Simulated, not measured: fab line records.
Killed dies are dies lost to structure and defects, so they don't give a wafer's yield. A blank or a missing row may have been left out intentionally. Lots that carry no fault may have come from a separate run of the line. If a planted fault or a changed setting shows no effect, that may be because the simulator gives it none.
What tool caused it?    flow sky130    Sampling: 12 lots, 36 wafers, 4 of 708 route steps

WHAT THE GAUGES READ, wafer by wafer
SKY_FIELD_ISO_THK_MEAS_23.
lot   measured     on            FIELD_ISO_OXIDATION_01_THK (nm)
L379  day 2 11:10  filmMetro-01  9.85 9.96 10.14
L381  day 2 19:20  filmMetro-04  9.95 9.93 9.79
L382  day 3 02:38  filmMetro-03  9.96 9.92 9.99
L383  day 3 13:30  filmMetro-01  10.08 10.05 10.06
L384  day 3 13:31  filmMetro-04  10.00 9.92 9.91
L386  day 3 20:20  filmMetro-04  10.04 9.72 9.73
L389  day 4 12:03  filmMetro-03  9.85 9.76 9.81
L391  day 4 21:03  filmMetro-01  10.06 10.14 10.02
L396  day 5 23:04  filmMetro-04  4.20 4.06 3.96
L400  day 6 20:41  filmMetro-03  4.33 4.29 4.35
L401  day 7 03:36  filmMetro-03  10.34 10.27 10.42
L402  day 7 08:58  filmMetro-04  10.49 10.38 10.58

SKY_PWDE_TW_MEAS_10.
lot   measured     on            PWDE_TW
L379  day 3 23:46  filmMetro-04  375.0 374.4 373.8
L381  day 4 10:03  filmMetro-04  376.7 373.6 374.0
L382  day 4 14:31  filmMetro-02  373.5 374.2 375.7
L383  day 5 10:25  filmMetro-04  372.1 371.2 371.5
L384  day 5 09:38  filmMetro-02  376.2 372.7 374.7
L386  day 5 11:44  filmMetro-03  371.6 373.4 373.8
L389  day 6 05:07  filmMetro-02  371.9 375.1 374.4
L391  day 6 17:13  filmMetro-03  375.8 374.5 374.6
L396  day 7 19:52  filmMetro-04  372.7 374.6 373.1
L400  day 8 17:35  filmMetro-02  372.1 374.4 378.3
L401  day 9 02:40  filmMetro-02  375.4 376.9 379.0
L402  day 9 08:52  filmMetro-02  374.0 379.7 376.5

WHICH TOOL RAN EACH LOT (tool, then ch and the chambers of the sampled wafers, then the start)
lot   SKY_FIELD_ISO_OXIDATION_22    SKY_PWDE_STRIP_09
L379  furnace-02 ch 0, day 2 09:59  plasmaAsher-02 ch 0,1, day 3 23:40
L381  furnace-01 ch 0, day 2 18:10  plasmaAsher-01 ch 0,1, day 4 09:57
L382  furnace-02 ch 0, day 3 01:28  plasmaAsher-01 ch 0, day 4 14:25
L383  furnace-01 ch 0, day 3 12:19  plasmaAsher-04 ch 1, day 5 10:19
L384  furnace-01 ch 0, day 3 12:19  plasmaAsher-01 ch 0,1, day 5 09:34
L386  furnace-01 ch 0, day 3 19:09  plasmaAsher-04 ch 0,1, day 5 11:40
L389  furnace-01 ch 0, day 4 10:53  plasmaAsher-04 ch 0,1, day 6 05:01
L391  furnace-01 ch 0, day 4 19:52  plasmaAsher-04 ch 0,1, day 6 17:07
L396  furnace-02 ch 0, day 5 21:53  plasmaAsher-01 ch 0,1, day 7 19:46
L400  furnace-02 ch 0, day 6 19:29  plasmaAsher-04 ch 0,1, day 8 17:29
L401  furnace-01 ch 0, day 7 02:26  plasmaAsher-04 ch 0,1, day 9 02:34
L402  furnace-01 ch 0, day 7 07:47  plasmaAsher-01 ch 0,1, day 9 08:46
- SKY_FIELD_ISO_OXIDATION_22: stabilise 600 s, purge 300 s, target thk 10 nm.
- SKY_PWDE_STRIP_09: strips in O2/N2.

AS READ BY THE TOOLS THEMSELVES (means over the sampled wafers that have a number; for cases with no such wafer, the mark the record gives instead)
SKY_FIELD_ISO_OXIDATION_22.
lot   tool        spikeTcBottomC (C)  tube_center_temp_C_max
L379  furnace-02  972.7               952.3
L381  furnace-01  970.6               952.5
L382  furnace-02  972.7               952.4
L383  furnace-01  969.5               952.4
L384  furnace-01  971.5               952.0
L386  furnace-01  969.2               952.3
L389  furnace-01  969.7               952.2
L391  furnace-01  969.7               952.5
L396  furnace-02  972.8               952.2
L400  furnace-02  973.0               952.6
L401  furnace-01  970.0               952.3
L402  furnace-01  969.4               952.4

SKY_PWDE_STRIP_09.
lot   tool            drypumpMotorCurrentA (A)  o2FlowSccm (sccm)  oesProductAu (a.u.)  stripTimeToEndpointS (s)
L379  plasmaAsher-02  5.4                       3008               0.721                36.92
L381  plasmaAsher-01  6.3                       3002               0.721                36.91
L382  plasmaAsher-01  6.5                       3005               0.723                37.02
L383  plasmaAsher-04  4.9                       2990               0.719                36.89
L384  plasmaAsher-01  6.2                       3007               0.726                36.95
L386  plasmaAsher-04  5.6                       2999               0.721                36.85
L389  plasmaAsher-04  5.3                       2995               0.722                36.82
L391  plasmaAsher-04  5.3                       3004               0.722                37.03
L396  plasmaAsher-01  6.3                       2997               0.723                36.76
L400  plasmaAsher-04  5.3                       3001               0.722                36.93
L401  plasmaAsher-04  5.6                       3005               0.721                36.85
L402  plasmaAsher-01  6.4                       3009               0.722                37.00

THE ANSWER, worked out from the rows above alone
Rule: usual is defined by the lots themselves. Put in order of their means at a reading, lots are off if they are a third of the lots or fewer, leave a main group of 4 or more, and stand apart from it by a gap of 3 or more times the standard deviation of the main group's means; of several such gaps the widest counts. A main group is skipped when, at the precision printed for the reading in the tables above, its means are all equal. Also off: a lot with no number at a reading for which 4 or more lots have one. Where the step has rows for the other lots, those lots are counted as sound. After the gauges, taken in route order, come the tools' own readings; for these a lot's mean is taken, as printed above. At the first step where some lot is off, the reading lying furthest off is the one used; lots without a number count as furthest.
Off: at SKY_FIELD_ISO_THK_MEAS_23 (FIELD_ISO_OXIDATION_01_THK), L396, L400. The main group has a mean of 10.04 nm with a standard deviation of 0.21.
A tool fits if, at a process step before that reading, it ran every lot that is off, and no sound lot after the first of them. Gauges at SKY_FIELD_ISO_THK_MEAS_23: tried the same way as those tools. One candidate fits, namely furnace-02 at SKY_FIELD_ISO_OXIDATION_22. Its last sound lot is L382 (day 3 01:28), its first lot that is off L396 (day 5 21:53): a fault that began between those two fits.

WHAT THE SIMULATOR PUT IN
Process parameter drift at SKY_FIELD_ISO_OXIDATION_22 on furnace-02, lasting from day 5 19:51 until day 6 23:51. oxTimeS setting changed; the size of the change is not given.
Shown lots that were struck: L396, L400. The rule given above showed the same thing.
